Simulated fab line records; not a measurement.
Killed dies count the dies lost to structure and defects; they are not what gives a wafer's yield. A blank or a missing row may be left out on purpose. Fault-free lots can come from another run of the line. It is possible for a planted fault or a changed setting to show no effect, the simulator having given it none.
2 desks looking at one fault / flow gf180mcu / every desk sees just its own numbers, and what lay behind them comes last

## FROM THE METROLOGY DESK
What the gauges read for every lot (on any tool): the sampled wafers with a number, averaged. The brackets show how far a lot's mean lies from the usual mean; more than 4 standard deviations puts the lot out of limits, marked OUT.
Columns: A = cd_nm at GF_POLY_GATE_CD_MEAS_10, usual 279.9 nm; B = HV_LDD_3_TW at GF_HV_LDD_TW_MEAS_38, usual 1435; C = HV_LDD_RS at GF_HV_LDD_RS_MEAS_53, usual 418.5 ohm/sq; D = NSD_TW at GF_NSD_TW_MEAS_12, usual 4244
lot=L168; first seen here=day 9 10:28; A=280.9; B=1449; C=419.0; D=4203
lot=L171; first seen here=day 10 01:47; A=280.4; B=1428; C=418.6; D=4231
lot=L176; first seen here=day 11 13:50; A=279.0; B=1440; C=418.2; D=4249
lot=L178; first seen here=day 12 01:22; A=280.7; B=1452; C=420.1; D=4230
lot=L179; first seen here=day 12 09:43; A=280.1; B=1430; C=417.6; D=4234
lot=L183; first seen here=day 13 15:09; A=279.1; B=1428; C=419.2; D=4256
lot=L184; first seen here=day 13 19:07; A=279.3; B=1352 (-6.9) OUT; C=430.4 (+12) OUT; D=4253
lot=L185; first seen here=day 14 05:29; A=279.7; B=1372 (-5.2) OUT; C=430.2 (+12) OUT; D=4238
lot=L186; first seen here=day 14 12:17; A=276.7; B=1349 (-7.2) OUT; C=430.1 (+12) OUT; D=4217
lot=L189; first seen here=day 15 12:53; A=279.6; B=1438; C=418.3; D=4295
lot=L190; first seen here=day 15 21:22; A=280.1; B=1431; C=418.4; D=4225
lot=L191; first seen here=day 16 00:05; A=279.8; B=1434; C=418.7; D=4308
Finding of this desk: L184, L185, L186 out of limits, first seen on L184 at day 16 14:38 (HV_LDD_3_TW at GF_HV_LDD_TW_MEAS_38). In limits: L168, L171, L176, L178, L179, L183, L189, L190, L191.

## TOOL OWNER'S DESK, implanter-03
For each lot that ran on this tool, the mean over its sampled wafers that have a number, from the tool's own readings at GF_HV_LDD_IMPLANT_34. The brackets show how far a lot's mean lies from the usual mean; more than 4 standard deviations puts the lot out of limits, marked OUT.
Columns: A = dose_ions_cm2 at GF_HV_LDD_IMPLANT_34, usual 7.499e+12; B = faraday_current_uA at GF_HV_LDD_IMPLANT_34, usual 42.2
lot=L171; first seen here=day 12 10:35; A=7.508e+12; B=42.4
lot=L178; first seen here=day 14 18:04; A=7.502e+12; B=41.9
lot=L183; first seen here=day 16 09:04; A=7.499e+12; B=42.1
lot=L184; first seen here=day 16 14:05; A=2.903e+12 (-99 or more) OUT; B=16.6 (-31) OUT
lot=L185; first seen here=day 17 00:46; A=2.906e+12 (-99 or more) OUT; B=16.3 (-31) OUT
lot=L186; first seen here=day 17 08:17; A=2.896e+12 (-99 or more) OUT; B=16.5 (-31) OUT
This desk finds L184, L185, L186 out of limits, L184 being first, at day 16 14:05 (dose_ions_cm2 at GF_HV_LDD_IMPLANT_34). In limits: L171, L178, L183.

## ALL TOGETHER
An alarm could have come from the tool owner's desk at day 16 14:05, on L184, L185, L186.
An alarm was possible from the metrology desk at day 16 14:38, on L184, L185, L186.
The lots listed all ran GF_HV_LDD_IMPLANT_34 on implanter-03.

## WHAT WAS PUT IN BY THE SIMULATOR
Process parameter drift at GF_HV_LDD_IMPLANT_34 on implanter-03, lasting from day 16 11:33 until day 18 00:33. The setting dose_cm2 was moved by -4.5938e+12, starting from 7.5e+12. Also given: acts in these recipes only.
Struck lots among those shown: L184, L185, L186.
Time in hours from fault onset to the first out-of-limits reading at each desk: tool owner's desk 3, metrology desk 3.
